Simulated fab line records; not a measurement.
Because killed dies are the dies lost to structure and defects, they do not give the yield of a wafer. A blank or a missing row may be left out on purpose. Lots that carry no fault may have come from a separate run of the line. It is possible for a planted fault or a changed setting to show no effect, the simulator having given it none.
Check for tools in common + flow gf180mcu + 15 lots, 45 wafers sampled

== WHY IT WAS OPENED ==
At GF_HV_LDD_TW_MEAS_38 the reading HV_LDD_3_TW is flagged on 3 of 15 lots. Wafers without a fault read 1437, standard deviation 11.
Rule: a lot is flagged in two cases, either no wafer of it has a number, or all its wafers with numbers fall more than 4 standard deviations from that mean. All remaining lots are regarded as sound.

| lot  | measured     | on            | HV_LDD_3_TW, wafer by wafer | flag    |
|------|--------------|---------------|-----------------------------|---------|
| L575 | day 11 21:25 | film metro-04 | 1423 1416 1425              |         |
| L576 | day 12 02:20 | film metro-01 | 1441 1445 1435              |         |
| L578 | day 12 16:44 | film metro-03 | 1444 1442 1449              |         |
| L582 | day 14 03:33 | film metro-01 | 1435 1442 1441              |         |
| L583 | day 14 13:17 | film metro-03 | 1313 1315 1314              | FLAGGED |
| L584 | day 14 20:03 | film metro-03 | 1317 1315 1312              | FLAGGED |
| L585 | day 15 04:13 | film metro-04 | 1306 1308 1297              | FLAGGED |
| L590 | day 16 20:18 | film metro-04 | 1422 1427 1428              |         |
| L591 | day 17 08:43 | film metro-01 | 1458 1455 1453              |         |
| L592 | day 17 12:11 | film metro-03 | 1437 1436 1435              |         |
| L593 | day 17 19:41 | film metro-03 | 1439 1439 1435              |         |
| L594 | day 18 00:26 | film metro-04 | 1428 1428 1421              |         |
| L595 | day 18 10:50 | film metro-01 | 1457 1451 1449              |         |
| L596 | day 18 19:34 | film metro-01 | 1448 1444 1444              |         |
| L597 | day 19 05:37 | film metro-04 | 1428 1432 1431              |         |
The mean of the flagged lots' numbers is 1311, -126 from the usual (-11 standard deviations).

== EACH LOT AND THE TOOL IT RAN ON ==
The record holds 2 process steps before the reading, out of a route of 602 steps. Read each cell as the tool, then ch plus the chambers that the sampled wafers visited, then the start.
| lot  | flag    | GF_HV_LDD_STRIP_10                   | GF_HV_LDD_IMPLANT_36            |
|------|---------|--------------------------------------|---------------------------------|
| L575 |         | plasma asher-01 ch 0,1, day 10 08:06 | implanter-04 ch 0, day 11 21:08 |
| L576 |         | plasma asher-04 ch 0,1, day 10 13:14 | implanter-04 ch 0, day 12 02:05 |
| L578 |         | plasma asher-04 ch 0,1, day 11 03:16 | implanter-02 ch 0, day 12 16:31 |
| L582 |         | plasma asher-04 ch 0,1, day 12 10:25 | implanter-02 ch 0, day 14 03:20 |
| L583 | FLAGGED | plasma asher-01 ch 0, day 12 19:26   | implanter-01, day 14 13:03      |
| L584 | FLAGGED | plasma asher-04 ch 0,1, day 13 01:37 | implanter-04, day 14 19:49      |
| L585 | FLAGGED | plasma asher-04 ch 0,1, day 13 09:16 | implanter-01, day 15 03:58      |
| L590 |         | plasma asher-04 ch 0,1, day 14 22:07 | implanter-01 ch 0, day 16 20:04 |
| L591 |         | plasma asher-04 ch 0,1, day 15 09:40 | implanter-02 ch 0, day 17 08:28 |
| L592 |         | plasma asher-01 ch 0, day 15 13:59   | implanter-04 ch 0, day 17 11:56 |
| L593 |         | plasma asher-04 ch 0,1, day 15 20:23 | implanter-02 ch 0, day 17 19:27 |
| L594 |         | plasma asher-04 ch 0,1, day 16 01:37 | implanter-01 ch 0, day 18 00:11 |
| L595 |         | plasma asher-04 ch 0,1, day 16 11:44 | implanter-02 ch 0, day 18 10:35 |
| L596 |         | plasma asher-04 ch 0,1, day 16 18:50 | implanter-04 ch 0, day 18 19:17 |
| L597 |         | plasma asher-01 ch 0,1, day 17 04:21 | implanter-01 ch 0, day 19 05:25 |
What the steps here do:
- GF_HV_LDD_STRIP_10: strips in O2/N2.
- GF_HV_LDD_IMPLANT_36
- GF_HV_LDD_TW_MEAS_38

== FLAGGED AGAINST TOTAL, ONE TOOL AT A TIME (gauges that did the reading follow at the end) ==
| step                 | tool            | lots run | flagged | share of the flagged lots | sound lots run after its first flagged lot |
|----------------------|-----------------|----------|---------|---------------------------|--------------------------------------------|
| GF_HV_LDD_STRIP_10   | plasma asher-01 | 4        | 1       | some                      | 2 (L592,L597)                              |
| GF_HV_LDD_STRIP_10   | plasma asher-04 | 11       | 2       | some                      | 6 (L590,L591,L593,L594,L595,L596)          |
| GF_HV_LDD_IMPLANT_36 | implanter-01    | 5        | 2       | some                      | 3 (L590,L594,L597)                         |
| GF_HV_LDD_IMPLANT_36 | implanter-02    | 5        | 0       | none                      | -                                          |
| GF_HV_LDD_IMPLANT_36 | implanter-04    | 5        | 1       | some                      | 2 (L592,L596)                              |
| GF_HV_LDD_TW_MEAS_38 | film metro-01   | 5        | 0       | none                      | -                                          |
| GF_HV_LDD_TW_MEAS_38 | film metro-03   | 5        | 2       | some                      | 2 (L592,L593)                              |
| GF_HV_LDD_TW_MEAS_38 | film metro-04   | 5        | 1       | some                      | 3 (L590,L594,L597)                         |

== WHAT THE TABLE PERMITS ==
No row of the table ran every flagged lot.

== WHAT THE SIMULATOR PUT IN ==
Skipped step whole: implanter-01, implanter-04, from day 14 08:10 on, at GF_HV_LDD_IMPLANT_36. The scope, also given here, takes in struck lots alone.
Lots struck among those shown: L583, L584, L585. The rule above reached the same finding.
